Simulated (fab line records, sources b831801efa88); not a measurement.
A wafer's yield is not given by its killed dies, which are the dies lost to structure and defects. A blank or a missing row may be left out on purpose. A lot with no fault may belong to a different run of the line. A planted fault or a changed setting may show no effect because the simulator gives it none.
Matching of chambers    flow sky130    SKY_CAPM_CVD_00 on pecvd-04: 3 sister chambers
The step deposits SiO2, target thk 15.5 nm. 14 wafers are shown with their chamber, then 6 later ones without.

## WAFERS PAIRED WITH THEIR CHAMBERS
wafer   chamber  heater-power-w (W)
L164.2  1        689
L164.3  2        765
L164.4  2        759
L166.3  2        695
L166.4  0        800
L166.6  1        640
L168.1  0        728
L168.4  0        718
L168.6  1        693
L171.3  0        806
L171.4  0        816
L171.6  2        662
L174.4  2        682
L174.5  1        661

SIGNATURES (means of the wafers above)
reading         chamber 0  chamber 1  chamber 2  scatter within a chamber
heater-power-w  773.60     670.75     712.60     41.9
Rule: distance of a wafer from a chamber = root of the sum over the readings of ((wafer's reading minus chamber's mean) / reading's scatter) squared. The wafer belongs to the nearest chamber; if the next one is less than 2 further off, it can't be placed. The scatter is the square root of a quotient: the sum, over the shown wafers, of each reading's squared deviation from its chamber's mean, divided by wafers minus chambers.

## WAFERS MISSING THEIR CHAMBER
wafer   heater-power-w (W)
L174.6  683
L178.2  698
L178.3  635
L184.3  738
L184.4  751
L184.5  651

## WHICH CHAMBER EACH ONE RAN IN
wafer   from the rows above           in truth
L174.6  can't be placed: 1 or 2 or 0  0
L178.2  can't be placed: 2 or 1 or 0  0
L178.3  can't be placed: 1 or 2       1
L184.3  can't be placed: 2 or 0 or 1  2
L184.4  can't be placed: 0 or 2 or 1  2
L184.5  can't be placed: 1 or 2       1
0 of 6 placed correctly. Can't be placed from these rows: 6 (the true chamber is among the candidates in 6). Wrongly placed: 0.
